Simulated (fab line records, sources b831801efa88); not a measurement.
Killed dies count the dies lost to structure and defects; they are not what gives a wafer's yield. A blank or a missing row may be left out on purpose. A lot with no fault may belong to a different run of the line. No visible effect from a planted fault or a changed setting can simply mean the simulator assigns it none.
A struck lot beside a sound one	flow sfq-line	42 out of 325 route steps
Sound: wafers L171.3, L171.5, L171.6. Struck: wafer L166.4. (L166.1, L166.3 of the same lot were not struck and are left out.) The cause comes at the end.
For every step that has rows: the tool of each side, followed by ch and its chambers, followed by its first start. Under that, the readings that differ: sound wafers	struck wafers	difference of the means	sigmas: that difference in standard deviations of wafers without a fault.
alike: words and numbers the same on both sides, and readings whose means are apart by under 2 such deviations; not compared: readings that were withheld, readings missing a value for some wafer, numbers with overlapping values and no deviation given by the record, and bounds like >300 which may hide the same value.
A row with sigmas, a row that says differs or no value, or rows on one side alone: a step with any of these is where the two part. When numbers do not overlap yet have no deviation, they are printed without sigmas and do not part them. Lack of a reading on every wafer of one side parts them only where that side has two or more wafers.

first, 6 steps without rows for these wafers: SFQ_TRILAYER_M4_LITHO_COAT_098 (resist thk 62 nm); SFQ_TRILAYER_M4_LITHO_COAT_093 (resist thk 600 nm); SFQ_TRILAYER_M4_LITHO_SOFTBAKE_097; SFQ_TRILAYER_M4_LITHO_EXPOSE_094 (exposes mask M4, target cd 500 nm); SFQ_TRILAYER_M4_LITHO_PEB_096 (peb time 60 s); SFQ_TRILAYER_M4_LITHO_DEVELOP_095 (time 60 s).
SFQ_M4_OVL_MEAS_926:
  sound: overlay-02 at day 52 22:20; struck: overlay-01 at day 51 07:56
  alike: M4_OVL
then, 1 step without rows for these wafers: SFQ_TRILAYER_M4_BARC_OPEN_METAL_ETCH_123 (etches BARC in O2, target depth 125 nm, time 41.7 s).
SFQ_TRILAYER_M4_ETCH_METAL_ETCH_096: etches Nb in Cl2/Ar, stops on SiO2, target depth 240 nm, time 120 s.
  sound on rie-metal-02 ch 0, day 52 22:34; struck on rie-metal-04 ch 1, day 51 08:01
reading	sound	struck	difference	sigmas
oes-product-au (a.u.)	0.891 0.898 0.895	0.914	+0.019	+2
  alike: drypump-motor-current-A
  not compared: rf-hours-counter-h
then, 2 steps without rows for these wafers: SFQ_TRILAYER_M4_STRIP_STRIP_097 (strips in O2); SFQ_TRILAYER_M4_STRIP_SOLV_CLEAN_098 (cleans in NMP, time 600 s).
SFQ_TRILAYER_I4_DEP_PECVD_099: deposits SiO2 from SiH4/N2O, time 111.11 s, target thk 500 nm.
  sound on pecvd-02 ch 1,2, day 53 00:07; struck on pecvd-04 ch 1, day 51 08:55
  alike: heater-power-outer-w, heater-power-w, throttle-valve-pct
SFQ_TRILAYER_I4_CMP_CMP_100: polishes SiO2.
  sound on cmp-01 ch 0,2,3, day 53 04:53; struck on cmp-02 ch 1, day 51 21:49
reading	sound	struck	difference	sigmas
head-pressure-psi (psi)	3.003 3.006 2.997	2.148	-0.854	-99 or more
time-to-endpoint-s (s)	217 209 216	283	+69	+9
model.SiO2_of_TRILAYER_I4_DEP_PECVD_099.thk-nm (nm)	200.4 199.2 200.4	220	+20	
  alike: motor-current-A
SFQ_I4_BOW_MEAS_927:
  sound: film-metro-04 at day 53 06:55; struck: film-metro-04 at day 52 01:08
  not compared: I4_BOW
SFQ_TRILAYER_I4_METRO_MEASURE_101:
  sound: film-metro-04 at day 53 07:24; struck: film-metro-04 at day 52 04:13
reading	sound	struck	difference	sigmas
thk-nm (nm)	200.2 199.2 200.3	219.9	+20.0	+20
then, 6 steps without rows for these wafers: SFQ_TRILAYER_I4_VIA_LITHO_COAT_108 (resist thk 62 nm); SFQ_TRILAYER_I4_VIA_LITHO_COAT_103 (resist thk 650 nm); SFQ_TRILAYER_I4_VIA_LITHO_SOFTBAKE_107; SFQ_TRILAYER_I4_VIA_LITHO_EXPOSE_104 (exposes mask I4, target cd 700 nm); SFQ_TRILAYER_I4_VIA_LITHO_PEB_106 (peb time 60 s); SFQ_TRILAYER_I4_VIA_LITHO_DEVELOP_105 (time 60 s).
-- the record jumps here: 4 days lie between the struck wafers' starts before and after --
SFQ_I4_OVL_MEAS_928:
  sound: overlay-01 at day 58 04:08; struck: overlay-02 at day 56 12:20
  alike: I4_OVL
then, 1 step without rows for these wafers: SFQ_TRILAYER_I4_VIA_BARC_OPEN_VIA_ETCH_146 (etches BARC in O2, target depth 125 nm, time 41.7 s).
SFQ_TRILAYER_I4_VIA_ETCH_VIA_ETCH_106: etches SiO2 in CHF3, stops on Nb, target depth 260 nm.
  sound on rie-diel-04 ch 2,3, day 58 04:13; struck on rie-diel-04 ch 0, day 56 12:25
reading	sound	struck	difference	sigmas
oes-product-au (a.u.)	0.863 0.858 0.856	0.904	+0.045	+9
model.I4.feature-depth-nm (nm)	200.4 199.2 200.4	220	+20	
model.etch.depth-nm (nm)	200.4 199.2 200.4	220	+20	
  alike: drypump-motor-current-A
SFQ_TRILAYER_I4_VIA_STRIP_STRIP_107: strips in O2.
  sound on rie-metal-01 ch 0,1, day 58 04:31; struck on rie-metal-04 ch 1, day 56 12:32
  alike: drypump-motor-current-A, oes-product-au
  not compared: rf-hours-counter-h
then, 3 steps without rows for these wafers: SFQ_TRILAYER_I4_VIA_STRIP_SOLV_CLEAN_108 (cleans in NMP, time 600 s); SFQ_TRILAYER_JJ_TRILAYER_DEP_PRE_CLEAN_113 (time 22.5 s); SFQ_TRILAYER_JJ_TRILAYER_DEP_SPUTTER_109 (material Nb, target thk 150 nm, time 100 s).
SFQ_TRILAYER_JJ_TRILAYER_DEP_SPUTTER_110: material Al, target thk 8 nm, time 10 s.
  sound: pvd-sputter-03 at day 58 05:13; struck: pvd-sputter-05 at day 56 13:24
  alike: throttle-valve-pct
then, 2 steps without rows for these wafers: SFQ_TRILAYER_JJ_TRILAYER_DEP_AL_OXIDATION_111 (oxidation time 600 s); SFQ_TRILAYER_JJ_TRILAYER_DEP_SPUTTER_112 (material Nb, target thk 170 nm, time 113.3 s).
SFQ_JJ_RS_MEAS_929: a four-point-probe measurement.
  sound: film-metro-01 at day 58 06:21; struck: film-metro-03 at day 56 14:31
  alike: JJ_NB_RS
then, 6 steps without rows for these wafers: SFQ_TRILAYER_JJ_CE_LITHO_COAT_119 (resist thk 62 nm); SFQ_TRILAYER_JJ_CE_LITHO_COAT_114 (resist thk 600 nm); SFQ_TRILAYER_JJ_CE_LITHO_SOFTBAKE_118; SFQ_TRILAYER_JJ_CE_LITHO_EXPOSE_115 (exposes mask J5, target cd 700 nm); SFQ_TRILAYER_JJ_CE_LITHO_PEB_117 (peb time 60 s); SFQ_TRILAYER_JJ_CE_LITHO_DEVELOP_116 (time 60 s).
SFQ_JJ_OVL_MEAS_931:
  sound: overlay-01 at day 62 11:28; struck: overlay-02 at day 57 12:32
  alike: J5_OVL
SFQ_TRILAYER_JJ_CE_METRO_MEASURE_117:
  sound: cd-sem-02 at day 62 11:53; struck: cd-sem-01 at day 57 12:34
  alike: cd-nm
then, 1 step without rows for these wafers: SFQ_TRILAYER_JJ_CE_BARC_OPEN_RIE_150 (chemistry O2, target BARC, target depth 240 nm, time 80 s).
-- the record jumps here: 4 days lie between the struck wafers' starts before and after --
SFQ_TRILAYER_M5_ETCH_METAL_ETCH_126: etches Nb in Cl2/BCl3, stops on SiO2, time 203.2 s, target depth 265 nm.
  sound on rie-metal-02 ch 0,1, day 63 21:43; struck on rie-metal-02 ch 1, day 61 15:07
reading	sound	struck	difference	sigmas
model.SiO2_of_TRILAYER_I4_DEP_PECVD_099.thk-nm (nm)	180.9 179.3 180.8	200.5	+20.2	
  alike: drypump-motor-current-A, oes-product-au
  not compared: rf-hours-counter-h

## WHERE THEY PART
Last at SFQ_TRILAYER_I4_VIA_ETCH_VIA_ETCH_106 as far as this record goes, first at SFQ_TRILAYER_M4_ETCH_METAL_ETCH_096. Later steps at which nothing parts them and some readings are alike: SFQ_TRILAYER_I4_VIA_STRIP_STRIP_107, SFQ_TRILAYER_JJ_TRILAYER_DEP_SPUTTER_110, SFQ_JJ_RS_MEAS_929, SFQ_JJ_OVL_MEAS_931, SFQ_TRILAYER_JJ_CE_METRO_MEASURE_117, SFQ_TRILAYER_M5_ETCH_METAL_ETCH_126.

WHY: whatever the simulator had introduced
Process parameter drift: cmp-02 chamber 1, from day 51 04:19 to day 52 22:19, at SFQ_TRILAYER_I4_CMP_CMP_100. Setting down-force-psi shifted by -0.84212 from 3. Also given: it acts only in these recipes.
